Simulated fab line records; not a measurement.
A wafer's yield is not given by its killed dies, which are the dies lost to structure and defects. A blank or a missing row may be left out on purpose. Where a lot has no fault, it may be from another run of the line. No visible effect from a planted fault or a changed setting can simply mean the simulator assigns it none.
Problem report, 8D (eight disciplines) form, completed by code	flow sfq-line	the parts of the form that need people (team, actions taken, sign-off) are left out

1. WHAT WENT WRONG
Across 2 wafers from 2 lots, M2_NB_RS at SFQ_M2_RS_MEAS_914 averages 1.440 ohm/sq, while fault-free wafers read 0.889 ohm/sq with a standard deviation of 0.0098. Measured from the usual mean, that is +56 standard deviations.
The step: measures by four-point-probe.
Seen first at day 32 20:38 on film-metro-04, wafer L555.3. Wafers with a number at this step in the record: 42, from 14 lots. Rule for "out", or "out of limits": more than 4 standard deviations from the usual mean. All remaining wafers that have a number are taken as sound.

2. WHAT IT IS; WHAT IT IS NOT
question	is	is not
which readings at this step	M2_NB_RS	-
which lots	L555, L558	L548, L549, L550, L562, L564, L565, L566, L567, L568, L569, L570, L571
which wafers of those lots	L555.3, L558.4	L555.1, L555.2, L558.2, L558.6
read on which gauges	film-metro-04	film-metro-02, film-metro-03
when	from day 32 20:38	up to then (11 sound wafers); but 29 sound wafers of L558, L562, L564, L565, L566, L567, L568, L569, L570, L571 came after

3. SUSPECTS, AND WHAT RULES EACH OUT
Counting: if a tool at a process step up to the reading ran every lot that is out, it stays a suspect. Sound lots after the first of them don't rule it out here, since some wafers of a struck lot are sound.
- the gauge at SFQ_M2_RS_MEAS_914: ruled out. All the wafers that are out were read on film-metro-04, but those of them that SFQ_TRILAYER_M2_DEP_SPUTTER_055 has rows for are out there too, on other tools.
- pvd-sputter-04 at SFQ_TRILAYER_M2_DEP_SPUTTER_055 (material Nb, target thk 200 nm, time 133.3 s): kept. It ran every lot that is out, first L555 (day 32 20:33). Its own cathode-dc-power-W readings are out on those wafers.
Remaining after the count: pvd-sputter-04 at SFQ_TRILAYER_M2_DEP_SPUTTER_055.

4. THE CAUSE (what the simulator had put in)
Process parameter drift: pvd-sputter-04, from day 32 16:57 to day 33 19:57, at SFQ_TRILAYER_M2_DEP_SPUTTER_055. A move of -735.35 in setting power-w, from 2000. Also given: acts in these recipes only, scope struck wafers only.
This tool alone remained once counting was done.

5. SEQUENCE OF EFFECTS, ordered by route
One row per reading whose mean, taken over the struck wafers that have a number, lies over 3 standard deviations from the usual. Only readings whose record carries a usual standard deviation are examined. hours: median over the lots of the time between each lot's start at the first step of this table that gives one and its start at this step. sigmas: the change, counted in usual standard deviations.
hours	step	reading	usual	on struck wafers	change	sigmas
0	SFQ_TRILAYER_M2_DEP_SPUTTER_055	cathode-dc-power-W	2000.0 W	1264.3	-735.7	-99 or more
0	SFQ_M2_RS_MEAS_914	M2_NB_RS	0.889 ohm/sq	1.440	+0.550	+56
3	SFQ_TRILAYER_M2_ETCH_METAL_ETCH_060	oes-product-au	0.895 a.u.	0.700	-0.195	-25
Its process steps:
- SFQ_TRILAYER_M2_DEP_SPUTTER_055: material Nb, target thk 200 nm, time 133.3 s.
- SFQ_TRILAYER_M2_ETCH_METAL_ETCH_060: etches Nb in Cl2/Ar, stops on SiO2, target depth 240 nm, time 120 s.
Later steps that measure or inspect, where all struck wafers having a row at the step show a number for every such reading and not one has moved that far: SFQ_M5_OVL_MEAS_932.

6. HOW IT WOULD HAVE BEEN CAUGHT EARLIER
In this record the first reading out of limits at a measuring or inspecting step was taken at day 32 20:38, 4 hours after the fault began at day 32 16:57.
The tool's own readings at SFQ_TRILAYER_M2_DEP_SPUTTER_055 were out on every struck wafer that the step has a row for (cathode-dc-power-W): an alarm limit on them would have fired on the first of those.
Lots out: 2; of these, L558 started SFQ_TRILAYER_M2_DEP_SPUTTER_055 on pvd-sputter-04 after day 32 20:38. Had the tool been put on hold then, it would have been spared.
